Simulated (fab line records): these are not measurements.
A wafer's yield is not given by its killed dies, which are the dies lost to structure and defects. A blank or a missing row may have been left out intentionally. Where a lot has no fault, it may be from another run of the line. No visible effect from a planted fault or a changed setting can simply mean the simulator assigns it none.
The tool behind it: which one? / flow sky130 / 11 lots with 33 wafers sampled at 3 steps, on a route of 708 steps

## WHAT EACH GAUGE READ, for each wafer
SKY_LDD_N_TW_MEAS_17.
lot=L591; measured=day 18 20:01; on=film_metro-02; LDD_N_TW=2622 2611 2602
lot=L592; measured=day 18 20:14; on=film_metro-04; LDD_N_TW=2603 2611 2611
lot=L595; measured=day 20 19:31; on=film_metro-02; LDD_N_TW=2922 2922 2935 2916 2926 2912
lot=L598; measured=day 21 11:21; on=film_metro-01; LDD_N_TW=2914 2943 2936 2927 2921 2945
lot=L605; measured=day 24 01:43; on=film_metro-02; LDD_N_TW=2614 2621 2620
lot=L604; measured=day 24 02:11; on=film_metro-02; LDD_N_TW=2605 2619 2611
lot=L606; measured=day 24 07:19; on=film_metro-01; LDD_N_TW=2652 2646 2675
lot=L607; measured=day 24 20:23; on=film_metro-02; LDD_N_TW=2626 2607 2614
lot=L609; measured=day 25 02:20; on=film_metro-02; LDD_N_TW=2631 2610 2610
lot=L610; measured=day 25 15:43; on=film_metro-02; LDD_N_TW=2610 2611 2603
lot=L612; measured=day 26 01:10; on=film_metro-04; LDD_N_TW=2598 2596 2604

## WHICH TOOL RAN EACH LOT (tool, then ch and the chambers of the sampled wafers, then the start)
lot=L591; SKY_LDD_N_IMPLANT_10=implanter-04 ch 0, day 18 19:01; SKY_LDD_N_STRIP_16=plasma_asher-01 ch 0,1, day 18 19:55
lot=L592; SKY_LDD_N_IMPLANT_10=implanter-01 ch 0, day 18 19:14; SKY_LDD_N_STRIP_16=plasma_asher-04 ch 0,1, day 18 20:08
lot=L595; SKY_LDD_N_IMPLANT_10=implanter-01 ch 0, day 20 18:33; SKY_LDD_N_STRIP_16=plasma_asher-01 ch 0,1, day 20 19:26
lot=L598; SKY_LDD_N_IMPLANT_10=implanter-01 ch 0, day 21 10:21; SKY_LDD_N_STRIP_16=plasma_asher-04 ch 0,1, day 21 11:15
lot=L605; SKY_LDD_N_IMPLANT_10=implanter-04 ch 0, day 24 00:44; SKY_LDD_N_STRIP_16=plasma_asher-01 ch 0,1, day 24 01:36
lot=L604; SKY_LDD_N_IMPLANT_10=implanter-01 ch 0, day 24 01:11; SKY_LDD_N_STRIP_16=plasma_asher-01 ch 0,1, day 24 02:05
lot=L606; SKY_LDD_N_IMPLANT_10=implanter-01 ch 0, day 24 06:19; SKY_LDD_N_STRIP_16=plasma_asher-02 ch 0,1, day 24 07:13
lot=L607; SKY_LDD_N_IMPLANT_10=implanter-01 ch 0, day 24 19:23; SKY_LDD_N_STRIP_16=plasma_asher-01 ch 0,1, day 24 20:17
lot=L609; SKY_LDD_N_IMPLANT_10=implanter-01 ch 0, day 25 01:20; SKY_LDD_N_STRIP_16=plasma_asher-01 ch 0,1, day 25 02:14
lot=L610; SKY_LDD_N_IMPLANT_10=implanter-04 ch 0, day 25 14:44; SKY_LDD_N_STRIP_16=plasma_asher-02 ch 0,1, day 25 15:36
lot=L612; SKY_LDD_N_IMPLANT_10=implanter-01 ch 0, day 26 00:10; SKY_LDD_N_STRIP_16=plasma_asher-02 ch 0,1, day 26 01:04
- SKY_LDD_N_IMPLANT_10
- SKY_LDD_N_STRIP_16: strips in O2/N2.

## THE ANSWER, worked out from the rows above alone
Rule: what is usual is taken from the lots themselves. Put in order of their means at a reading, lots are off if they are a third of the lots or fewer, leave a main group of 4 or more, and stand apart from it by a gap of 3 or more times the standard deviation of the main group's means; of several such gaps the widest counts. If all means in a main group match to the digits the tables above print for the reading, that group is not used. A lot without any number at a reading at which 4 lots or more have one is off too. All remaining lots with rows at the step are treated as sound.
Off: L595, L598, at SKY_LDD_N_TW_MEAS_17 (LDD_N_TW). Main group: mean 2616, sd 16.
If a tool, at a process step before that reading, ran all the lots that are off and no sound lot after the first of them, it fits. Gauges at SKY_LDD_N_TW_MEAS_17: tried the same way as those tools. Of those tried, none fits.

## WHAT THE SIMULATOR HAD INSERTED
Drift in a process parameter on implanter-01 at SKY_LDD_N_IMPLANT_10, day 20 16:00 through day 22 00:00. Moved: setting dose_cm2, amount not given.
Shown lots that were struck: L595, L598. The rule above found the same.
